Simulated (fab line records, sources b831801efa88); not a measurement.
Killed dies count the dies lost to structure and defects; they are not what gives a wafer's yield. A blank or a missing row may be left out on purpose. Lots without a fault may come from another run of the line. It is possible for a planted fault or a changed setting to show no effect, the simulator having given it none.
Which of the tools did it? + flow sky130 + 6 lots, 17 wafers sampled, at 2 steps of a route of 708

WHAT THE GAUGES SHOWED, per wafer
SKY_SD_N_RS_MEAS_18: measurement is done with a four-point probe.
| lot  | measured     | on            | RES_XHIGH_RS (ohm/sq) |
|------|--------------|---------------|-----------------------|
| L734 | day 28 21:40 | film_metro-04 | 333.7 334.7 334.1     |
| L738 | day 30 00:44 | film_metro-04 | 332.4 332.6 331.9     |
| L741 | day 30 22:09 | film_metro-01 | 333.9 334.5 334.6     |
| L744 | day 31 22:22 | film_metro-01 | 333.5 333.8 335.1     |
| L746 | day 32 09:01 | film_metro-01 | 333.4 334.2 332.7     |
| L752 | day 34 05:29 | film_metro-04 | 377.6 333.2           |

WHAT TOOL EACH LOT RAN ON (gives the tool, then ch and the chambers of the sampled wafers, and finally the start)
| lot  | SKY_RES_XHIGH_IMPLANT_07        |
|------|---------------------------------|
| L734 | implanter-01 ch 0, day 27 15:20 |
| L738 | implanter-01 ch 0, day 28 19:05 |
| L741 | implanter-01 ch 0, day 29 16:58 |
| L744 | implanter-01 ch 0, day 30 17:52 |
| L746 | implanter-04 ch 0, day 31 04:58 |
| L752 | implanter-04 ch 0, day 33 02:35 |
- SKY_RES_XHIGH_IMPLANT_07

THE ANSWER, worked out from the rows above alone
Rule: the usual values come from the lots themselves. Put in order of their means at a reading, lots are off if they are a third of the lots or fewer, leave a main group of 4 or more, and stand apart from it by a gap of 3 or more times the standard deviation of the main group's means; of several such gaps the widest counts. If all means in a main group match to the digits the tables above print for the reading, that group is not used. A lot without any number at a reading at which 4 lots or more have one is off too. All remaining lots with rows at the step are treated as sound.
Off: L752, seen at SKY_SD_N_RS_MEAS_18 (RES_XHIGH_RS). Main group: mean 333.7 ohm/sq, sd 0.75.
If a tool, at a process step before that reading, ran all the lots that are off and no sound lot after the first of them, it fits. The gauges at SKY_SD_N_RS_MEAS_18 are tried like those tools. Undecided on this evidence; 2 tools fit (implanter-04 at SKY_RES_XHIGH_IMPLANT_07, film_metro-04 at SKY_SD_N_RS_MEAS_18).

WHAT THE SIMULATOR PUT IN
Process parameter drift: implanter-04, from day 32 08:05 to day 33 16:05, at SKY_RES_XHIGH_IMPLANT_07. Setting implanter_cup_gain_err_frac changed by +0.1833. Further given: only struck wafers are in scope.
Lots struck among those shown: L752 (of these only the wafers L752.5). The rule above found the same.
